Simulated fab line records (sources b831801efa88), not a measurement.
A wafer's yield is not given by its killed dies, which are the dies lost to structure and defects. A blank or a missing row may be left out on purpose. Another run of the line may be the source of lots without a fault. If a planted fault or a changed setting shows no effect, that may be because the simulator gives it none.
8D (eight disciplines) problem report, filled in by code :: flow gf180mcu :: the parts of the form that need people (team, actions taken, sign-off) are left out

## 1. THE ISSUE
HV_LDD_CVD_56_THK at GF_HV_LDD_THK_MEAS_57 reads a mean of 50.6 nm on 3 wafers of 1 lot; wafers without a fault read 90.3 nm with a standard deviation of 0.9. That puts it -44 standard deviations away from the usual mean.
The first sign was on wafer L748.2 at day 15 04:11, on film metro-03. Wafers with a number at this step in the record: 36, from 12 lots. By rule, "out" or "out of limits" means more than 4 standard deviations away from the usual mean. All remaining wafers that have a number are taken as sound.

## 2. WHAT IT IS; WHAT IT IS NOT
question: which readings at this step
is: HV_LDD_CVD_56_THK
is not: -

question: which lots
is: L748
is not: L740, L741, L742, L745, L755, L756, L757, L758, L759, L760, L761

question: which wafers of those lots
is: all that have a number
is not: -

question: read on which gauges
is: film metro-03
is not: film metro-02

question: when
is: from day 15 04:11
is not: up to then (12 sound wafers); but 21 sound wafers of L755, L756, L757, L758, L759, L760, L761 came after

## 3. WHAT RULES OUT EACH SUSPECT
Counting: a tool at a process step up to the reading stays a suspect if it ran every lot that is out and no sound lot after the first of them.
- the gauge at GF_HV_LDD_THK_MEAS_57: ruled out. All the wafers that are out were read on film metro-03, but those of them that GF_HV_LDD_ETCHBACK_58 has rows for are out there too, on other tools.
- lpcvd-02 at GF_HV_LDD_CVD_56 (deposits Si3N4 from DCS/NH3, target thk 90 nm, time 1543 s): ruled out as a lasting fault. Sound lots L758, L759, L761 ran on it after its first lot that is out, L748 (day 15 02:45).
Left after counting: nothing in the record.

## 4. THE CAUSE (what the simulator had put in)
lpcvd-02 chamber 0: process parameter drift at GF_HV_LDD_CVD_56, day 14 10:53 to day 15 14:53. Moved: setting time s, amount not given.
The count ruled it out by mistake, since the rule takes a fault to strike every lot its tool runs from the start of the fault on, and this one did not do so.

## 5. SEQUENCE OF EFFECTS, ordered by route
One row per reading whose mean, taken over the struck wafers that have a number, lies over 3 standard deviations from the usual. Only readings for which the record gives a usual standard deviation are gone through. hours: the time from each lot's start at the first step in this table that gives one to its start at this step, as a median over the lots. sigmas: the change in usual standard deviations.
hours: 0
step: GF_HV_LDD_THK_MEAS_57
reading: HV_LDD_CVD_56_THK
usual: 90.3 nm
on struck wafers: 50.6
change: -39.7
sigmas: -44

hours: 0
step: GF_HV_LDD_ETCHBACK_58
reading: oes product au
usual: 0.844 a.u.
on struck wafers: 0.637
change: -0.207
sigmas: -30
Here are the process steps it includes:
- GF_HV_LDD_ETCHBACK_58: etches Si3N4 in CH3F/O2, stops on SiO2, time 100 s, target depth 90 nm.

## 6. WHAT WOULD HAVE CAUGHT IT SOONER
In this record the first reading out of limits at a measuring or inspecting step was taken at day 15 04:11, 17 hours after the fault began at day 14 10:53.
An alarm limit of 4 standard deviations would not have fired on the tool readings at GF_HV_LDD_CVD_56 for which the record gives a usual standard deviation, since none of them was out on any struck wafer.
